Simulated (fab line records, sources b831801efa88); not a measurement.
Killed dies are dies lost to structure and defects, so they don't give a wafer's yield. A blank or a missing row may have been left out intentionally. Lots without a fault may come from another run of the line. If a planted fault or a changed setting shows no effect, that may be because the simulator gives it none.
Which of the tools did it? ; flow sky130 ; 14 lots, 42 wafers sampled, at 3 steps of a route of 708

WHAT EACH GAUGE READ, for each wafer
SKY_LI_CONTACT_CD_MEAS_12 targets a cd of 170 nm. Usual: cd nm at 170.1 nm, with a standard deviation of 1.6.
lot;measured;on;cd nm (nm);flag
L226;day 29 18:11;cd sem-02;171.1 169.9 170.0;
L227;day 30 12:20;cd sem-01;168.8 167.9 168.7;
L228;day 30 17:52;cd sem-01;169.8 170.8 171.3;
L229;day 30 21:20;cd sem-02;171.6 173.4 170.9;
L235;day 32 22:53;cd sem-01;169.4 169.3 169.4;
L236;day 33 07:30;cd sem-02;170.4 170.6 171.3;
L237;day 34 01:49;cd sem-01;172.9 171.3 171.5;
L238;day 34 03:55;cd sem-01;171.4 172.8 171.7;
L239;day 34 05:08;cd sem-01;171.8 172.1 171.1;
L240;day 34 07:19;cd sem-02;168.2 170.9 170.4;
L242;day 34 22:04;cd sem-02;170.6 170.4 171.3;
L246;day 36 12:10;cd sem-01;172.6 170.8 171.7;
L247;day 36 17:56;cd sem-01;171.1 170.7 171.0;
L248;day 36 20:50;cd sem-02;166.4 168.3 168.9;

EACH LOT AND THE TOOL THAT RAN IT (in order: tool; ch and the chambers of the sampled wafers; start)
lot;SKY_SD_N_RTA_14;SKY_LI_CONTACT_DEVELOP_11
L226;rtp anneal-02 ch 0, day 28 12:12;litho track-01 ch 0, day 29 18:00
L227;rtp anneal-01 ch 0, day 29 07:11;litho track-02 ch 0, day 30 12:00
L228;rtp anneal-02 ch 0, day 29 11:53;litho track-03 ch 0, day 30 17:00
L229;rtp anneal-01 ch 0, day 29 15:56;litho track-03 ch 0, day 30 21:00
L235;rtp anneal-01 ch 0, day 31 18:43;litho track-01 ch 0, day 32 22:00
L236;rtp anneal-02 ch 0, day 32 03:12;litho track-02 ch 0, day 33 07:00
L237;rtp anneal-01 ch 0, day 32 21:39;litho track-02 ch 0, day 34 01:00
L238;rtp anneal-02 ch 0, day 32 23:33;litho track-01 ch 0, day 34 03:00
L239;rtp anneal-01 ch 0, day 33 01:17;litho track-02 ch 0, day 34 04:00
L240;rtp anneal-02 ch 0, day 33 03:32;litho track-03 ch 0, day 34 07:00
L242;rtp anneal-02 ch 0, day 33 17:54;litho track-01 ch 0, day 34 21:00
L246;rtp anneal-02 ch 0, day 35 08:41;litho track-03 ch 0, day 36 12:00
L247;rtp anneal-01 ch 0, day 35 14:12;litho track-01 ch 0, day 36 17:00
L248;rtp anneal-02 ch 0, day 35 17:53;litho track-02 ch 0, day 36 20:00
- SKY_SD_N_RTA_14: time 2 s.
- SKY_LI_CONTACT_DEVELOP_11: develop time 60 s.

AS READ BY THE TOOLS THEMSELVES (means over the sampled wafers that have a number; for cases with no such wafer, the mark the record gives instead)
SKY_SD_N_RTA_14. Usual: lamp power pct 15.74 %, standard deviation 0.05; wafer_temp_C_max 1078.0, standard deviation 1.2.
lot;tool;lamp power pct (%);wafer_temp_C_max;flag
L226;rtp anneal-02;15.76;1077.2;
L227;rtp anneal-01;15.75;1079.5;
L228;rtp anneal-02;15.75;1079.0;
L229;rtp anneal-01;15.71;1077.5;
L235;rtp anneal-01;15.73;1077.9;
L236;rtp anneal-02;15.69;1077.0;
L237;rtp anneal-01;15.77;1077.0;
L238;rtp anneal-02;15.75;1077.3;
L239;rtp anneal-01;15.75;1076.5;
L240;rtp anneal-02;15.77;1077.9;
L242;rtp anneal-02;15.79;1077.7;
L246;rtp anneal-02;15.74;1077.6;
L247;rtp anneal-01;15.75;1079.3;
L248;rtp anneal-02;15.72;1077.6;

SKY_LI_CONTACT_DEVELOP_11. Usual: developer temp C at 20.97 C, with a standard deviation of 0.1.
lot;tool;developer temp C (C);flag
L226;litho track-01;20.92;
L227;litho track-02;21.09;
L228;litho track-03;21.06;
L229;litho track-03;21.06;
L235;litho track-01;20.84;
L236;litho track-02;22.91;OFF
L237;litho track-02;23.06;OFF
L238;litho track-01;20.96;
L239;litho track-02;22.97;OFF
L240;litho track-03;21.07;
L242;litho track-01;21.05;
L246;litho track-03;20.89;
L247;litho track-01;21.02;
L248;litho track-02;20.89;

THE ANSWER, worked out from the rows above alone
Rule: take the mean of a lot's wafers that have a number; if it is more than 3 standard deviations from the usual mean, the lot is off. A lot without any number at a reading at which 4 lots or more have one is off too. Any other lot the step has rows for is counted as sound. Order of review: gauges by route order, followed by the tools' own readings, for which a lot's mean as printed above is used. At the first step where some lot is off, the reading lying furthest off is the one used; lots without a number count as furthest.
Off: L236, L237, L239, at SKY_LI_CONTACT_DEVELOP_11 (developer temp C).
A tool fits if, at that step or a process step before it, it ran every lot that is off, and no sound lot after the first of them. Of those tried, none fits.

WHAT WAS PUT IN BY THE SIMULATOR
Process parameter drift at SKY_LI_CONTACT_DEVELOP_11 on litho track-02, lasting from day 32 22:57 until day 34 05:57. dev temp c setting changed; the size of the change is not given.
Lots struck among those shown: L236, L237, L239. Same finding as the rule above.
